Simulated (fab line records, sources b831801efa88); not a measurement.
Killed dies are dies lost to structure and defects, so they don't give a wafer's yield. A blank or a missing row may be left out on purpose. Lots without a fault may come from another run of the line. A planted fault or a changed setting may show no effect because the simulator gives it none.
A struck lot beside a sound one | flow sky130 | 32 steps out of a route of 708
Sound: wafers L691.2, L691.4, L691.5. Struck: wafers L702.1, L702.4, L702.6. The cause comes at the end.
At each step with rows: each side's tool, then ch and its chambers, then its first start. Under that, the readings that differ: sound wafers | struck wafers | difference of the means | sigmas: that difference in standard deviations of wafers without a fault.
alike: readings whose means differ by less than 2 such deviations, and words and numbers that are the same on both sides. not compared: withheld readings, readings that some wafer has no value for, bounds like >300 that may hide the same value, and numbers for which the record gives no deviation and whose values overlap.
The two part at a step that has a row with sigmas, a row that says differs or no value, or rows on one side only. Numbers that don't overlap but have no deviation are shown without sigmas and don't part them. A reading that every wafer of one side lacks parts them only if that side has two wafers or more.

SKY_PWDE_OVL_MEAS_07:
  sound on overlay-02, day 3 23:58; struck on overlay-01, day 6 06:48
  alike: PWDE_OVL
then, 1 step without rows for these wafers: SKY_PWDE_IMPLANT_08.
SKY_PWDE_STRIP_09: strips in O2/N2.
  sound on plasma_asher-01 ch 0,1, day 4 00:32; struck on plasma_asher-02 ch 0, day 6 06:59
  reading                     | sound       | struck      | difference | sigmas
  drypump_motor_current_A (A) | 5.7 6.1 6.1 | 4.9 4.9 4.9 | -1.1       | -2
  alike: oes_product_au, strip_time_to_endpoint_s
  not compared: rf_hours_counter_h
SKY_PWDE_TW_MEAS_10:
  sound on film_metro-01, day 4 00:39; struck on film_metro-03, day 6 07:05
  alike: PWDE_TW
then, 7 steps without rows for these wafers: SKY_NWELL_DEHYDRATE_03 (time 60 s); SKY_NWELL_HMDS_04 (prime time 60 s); SKY_NWELL_COAT_05 (resist thk 3000 nm); SKY_NWELL_SOFTBAKE_06; SKY_NWELL_EXPOSE_07 (exposes mask NWM, target cd 840 nm); SKY_NWELL_PEB_08; SKY_NWELL_DEVELOP_09 (develop time 60 s).
SKY_NWELL_OVL_MEAS_10:
  sound on overlay-01, day 4 16:44; struck on overlay-02, day 7 01:46
  alike: NWELL_00_OVL
SKY_NWELL_IMPLANT_11:
  sound on implanter-02 ch 0, day 4 16:48; struck on implanter-02 ch 0, day 7 02:07
then, 2 steps without rows for these wafers: SKY_NWELL_IMPLANT_12; SKY_NWELL_IMPLANT_13.
SKY_NWELL_STRIP_14: strips in O2/N2.
  sound on plasma_asher-04 ch 0,1, day 4 17:13; struck on plasma_asher-02 ch 0,1, day 7 02:34
  alike: drypump_motor_current_A, oes_product_au, strip_time_to_endpoint_s
  not compared: rf_hours_counter_h
SKY_NWELL_TW_MEAS_15:
  sound on film_metro-03, day 4 17:20; struck on film_metro-03, day 7 02:40
  reading  | sound          | struck         | difference | sigmas
  NWELL_TW | 1797 1802 1796 | 2253 2253 2251 | +454       | +38
then, 7 steps without rows for these wafers: SKY_NWELL_DEHYDRATE_16 (time 60 s); SKY_NWELL_HMDS_17 (prime time 60 s); SKY_NWELL_COAT_18 (resist thk 3000 nm); SKY_NWELL_SOFTBAKE_19; SKY_NWELL_EXPOSE_20 (exposes mask NWM COMPLEMENT, target cd 840 nm); SKY_NWELL_PEB_21; SKY_NWELL_DEVELOP_22 (develop time 60 s).
SKY_NWELL_OVL_MEAS_23:
  sound on overlay-01, day 5 11:07; struck on overlay-02, day 7 21:58
  alike: NWELL_01_OVL
then, 1 step without rows for these wafers: SKY_NWELL_IMPLANT_24.
SKY_NWELL_STRIP_25: strips in O2/N2.
  sound on plasma_asher-02 ch 0,1, day 5 11:17; struck on plasma_asher-03 ch 0, day 7 22:08
  alike: drypump_motor_current_A, oes_product_au, strip_time_to_endpoint_s
  not compared: rf_hours_counter_h
SKY_NWELL_TW_MEAS_26:
  sound on film_metro-03, day 5 11:24; struck on film_metro-01, day 7 22:14
  alike: NWELL_2_TW
then, 1 step without rows for these wafers: SKY_NWELL_CLEAN_27 (cleans in SC1/SC2, time 150 s).
SKY_NWELL_RTA_28: time 30 s.
  sound on rtp_anneal-02 ch 0, day 5 11:32; struck on rtp_anneal-01 ch 0, day 7 22:21
  alike: lamp_power_pct, wafer_temp_C_max
SKY_NWELL_RS_MEAS_29: measures by four-point-probe.
  sound on film_metro-04, day 5 11:38; struck on film_metro-03, day 7 22:27
  reading           | sound             | struck            | difference | sigmas
  NWELL_RS (ohm/sq) | 627.8 626.1 626.5 | 430.5 430.5 430.7 | -196.2     | -99 or more
-- the record jumps here: 41 days lie between the struck wafers' starts before and after (it left off in module NWELL and takes up again in module PAD_OPEN, whose first step shown is number 708 of the route) --
SKY_PAD_OPEN_PROBE_99:
  sound on prober-01, day 46 00:24; struck on prober-02, day 48 14:55
  reading                                 | sound                         | struck                        | difference | sigmas
  model.etest.pfet_16v.r_on_ohm_um        | 1.46e+04 1.532e+04 1.458e+04  | 1.662e+04 1.62e+04 1.663e+04  | +1.650e+03 |
  model.etest.nfet_16v.r_on_ohm_um        | 1.406e+04 1.398e+04 1.395e+04 | 1.268e+04 1.267e+04 1.262e+04 | -1.340e+03 |
  model.etest.res_nwell.line_ohm_um       | 1072 1144 1082                | 682.4 670.5 693.9             | -417.1     |
  model.etest.res_nwell.rs_ohm_sq         | 895.9 958.8 903.8             | 612.9 594 610.1               | -313.8     |
  model.etest.pfet_g5v0d10v5.r_on_ohm_um  | 4653 4544 4510                | 5054 5008 4999                | +451       |
  model.etest.tip_p_5v.rs_ohm_sq          | 2833 2825 2811                | 3004 3014 3009                | +186       |
  model.etest.res_nwell.width_nm (nm)     | 830.2 839.6 829.8             | 890.4 887.3 890.3             | +56.1      |
  model.etest.res_iso_pwell.width_nm (nm) | 2653 2647 2656                | 2587 2603 2597                | -56        |
  alike: killed_at_M0_to_M3, killed_at_M4_up, killed_at_contacts, killed_at_front_end, killed_at_other, killed_dies, killed_open, killed_short

WHERE THEY PART
First at SKY_PWDE_STRIP_09; last, within this record, at SKY_NWELL_RS_MEAS_29. Later steps at which nothing parts them and some readings are alike: SKY_PAD_OPEN_PROBE_99.

WHY: what the simulator had put in
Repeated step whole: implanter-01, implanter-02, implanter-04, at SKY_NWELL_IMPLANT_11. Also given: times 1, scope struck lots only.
